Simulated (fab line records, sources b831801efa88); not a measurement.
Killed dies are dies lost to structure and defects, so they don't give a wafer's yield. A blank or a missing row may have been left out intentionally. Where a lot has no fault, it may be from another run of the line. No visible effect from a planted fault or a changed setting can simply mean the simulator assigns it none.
Which tool was responsible? / flow sky130 / 33 wafers from 11 lots sampled at 4 of the route's 708 steps

== WHAT THE GAUGES READ, wafer by wafer ==
SKY_VIA3_THK_MEAS_01.
lot=L503; measured=day 39 08:53; on=film_metro-01; VIA3_HDPCVD_THK (nm)=1653 1649 1663
lot=L504; measured=day 39 20:28; on=film_metro-02; VIA3_HDPCVD_THK (nm)=1648 1656 1633
lot=L505; measured=day 39 22:43; on=film_metro-01; VIA3_HDPCVD_THK (nm)=3310 3266 3313
lot=L506; measured=day 40 09:26; on=film_metro-01; VIA3_HDPCVD_THK (nm)=3276 3250 3249
lot=L514; measured=day 42 17:13; on=film_metro-01; VIA3_HDPCVD_THK (nm)=3263 3254 3247
lot=L518; measured=day 43 17:16; on=film_metro-01; VIA3_HDPCVD_THK (nm)=1624 1642 1645
lot=L519; measured=day 44 02:58; on=film_metro-04; VIA3_HDPCVD_THK (nm)=1613 1643 1622
lot=L520; measured=day 44 04:06; on=film_metro-04; VIA3_HDPCVD_THK (nm)=1631 1641 1639
lot=L521; measured=day 44 21:08; on=film_metro-02; VIA3_HDPCVD_THK (nm)=1639 1607 1652
lot=L524; measured=day 45 03:02; on=film_metro-04; VIA3_HDPCVD_THK (nm)=1621 1631 1644
lot=L523; measured=day 45 04:25; on=film_metro-02; VIA3_HDPCVD_THK (nm)=1640 1621 1623

== WHICH TOOL RAN EACH LOT (tool, then ch and the chambers of the sampled wafers, then the start) ==
lot=L503; SKY_VIA2_ETCH_15=rie_diel-04 ch 0,1,2, day 37 02:23; SKY_METAL3_SPUTTER_01=pvd_sputter-01, day 37 03:46; SKY_VIA3_HDPCVD_00=hdpcvd-02 ch 0,1, day 39 08:37
lot=L504; SKY_VIA2_ETCH_15=rie_diel-04 ch 1,2, day 37 15:03; SKY_METAL3_SPUTTER_01=pvd_sputter-02, day 37 16:24; SKY_VIA3_HDPCVD_00=hdpcvd-01 ch 0,1,2, day 39 20:18
lot=L505; SKY_VIA2_ETCH_15=rie_diel-02 ch 0,2, day 37 16:29; SKY_METAL3_SPUTTER_01=pvd_sputter-01, day 37 17:49; SKY_VIA3_HDPCVD_00=hdpcvd-01 ch 0,1, day 39 22:13
lot=L506; SKY_VIA2_ETCH_15=rie_diel-04 ch 0,2, day 38 04:30; SKY_METAL3_SPUTTER_01=pvd_sputter-01, day 38 05:51; SKY_VIA3_HDPCVD_00=hdpcvd-01 ch 0,1, day 40 08:54
lot=L514; SKY_VIA2_ETCH_15=rie_diel-03 ch 1,2, day 40 14:51; SKY_METAL3_SPUTTER_01=pvd_sputter-03, day 40 16:14; SKY_VIA3_HDPCVD_00=hdpcvd-01 ch 0,2, day 42 16:39
lot=L518; SKY_VIA2_ETCH_15=rie_diel-04 ch 0,1,3, day 41 13:06; SKY_METAL3_SPUTTER_01=pvd_sputter-01, day 41 18:02; SKY_VIA3_HDPCVD_00=hdpcvd-01 ch 1,2, day 43 17:04
lot=L519; SKY_VIA2_ETCH_15=rie_diel-04 ch 0,1,2, day 42 01:59; SKY_METAL3_SPUTTER_01=pvd_sputter-02, day 42 03:20; SKY_VIA3_HDPCVD_00=hdpcvd-01 ch 0,1,2, day 44 02:47
lot=L520; SKY_VIA2_ETCH_15=rie_diel-04 ch 0,1, day 42 03:43; SKY_METAL3_SPUTTER_01=pvd_sputter-01, day 42 05:10; SKY_VIA3_HDPCVD_00=hdpcvd-01 ch 0,1, day 44 03:55
lot=L521; SKY_VIA2_ETCH_15=rie_diel-04 ch 0,2, day 42 21:08; SKY_METAL3_SPUTTER_01=pvd_sputter-01, day 42 22:29; SKY_VIA3_HDPCVD_00=hdpcvd-01 ch 0,1,2, day 44 20:58
lot=L524; SKY_VIA2_ETCH_15=rie_diel-02 ch 0,1,3, day 43 04:06; SKY_METAL3_SPUTTER_01=pvd_sputter-01, day 43 05:27; SKY_VIA3_HDPCVD_00=hdpcvd-01 ch 1,2, day 45 02:51
lot=L523; SKY_VIA2_ETCH_15=rie_diel-04 ch 0,1,3, day 43 04:46; SKY_METAL3_SPUTTER_01=pvd_sputter-03, day 43 06:09; SKY_VIA3_HDPCVD_00=hdpcvd-02 ch 0,1,2, day 45 04:15
- SKY_VIA2_ETCH_15: etches SiO2 in C4F8/O2/Ar, stops on TiN, target depth 546 nm, time 84 s.
- SKY_METAL3_SPUTTER_01: material TiN, target thk 20 nm, time 16.7 s.
- SKY_VIA3_HDPCVD_00: deposits SiO2, target thk 1635 nm, time 272.5 s.

== THE ANSWER, worked out from the rows above alone ==
Rule: the usual values come from the lots themselves. The widest of any qualifying gaps counts: lots, ordered by their means at a reading, are off when they make up no more than a third of the lots, leave a main group of 4 or more, and stand apart from it by 3 or more times the standard deviation of that group's means. Not used: any main group whose means are identical at the precision the tables above print for the reading. A lot without any number at a reading at which 4 lots or more have one is off too. All remaining lots with rows at the step are treated as sound.
Off: at SKY_VIA3_THK_MEAS_01 (VIA3_HDPCVD_THK), L505, L506, L514. The main group has a mean of 1637 nm with a standard deviation of 9.
If a tool, at a process step before that reading, ran all the lots that are off and no sound lot after the first of them, it fits. Those tools and the gauges at SKY_VIA3_THK_MEAS_01 are tried in the same way. Of those tried, none fits.

== WHAT WAS PUT IN BY THE SIMULATOR ==
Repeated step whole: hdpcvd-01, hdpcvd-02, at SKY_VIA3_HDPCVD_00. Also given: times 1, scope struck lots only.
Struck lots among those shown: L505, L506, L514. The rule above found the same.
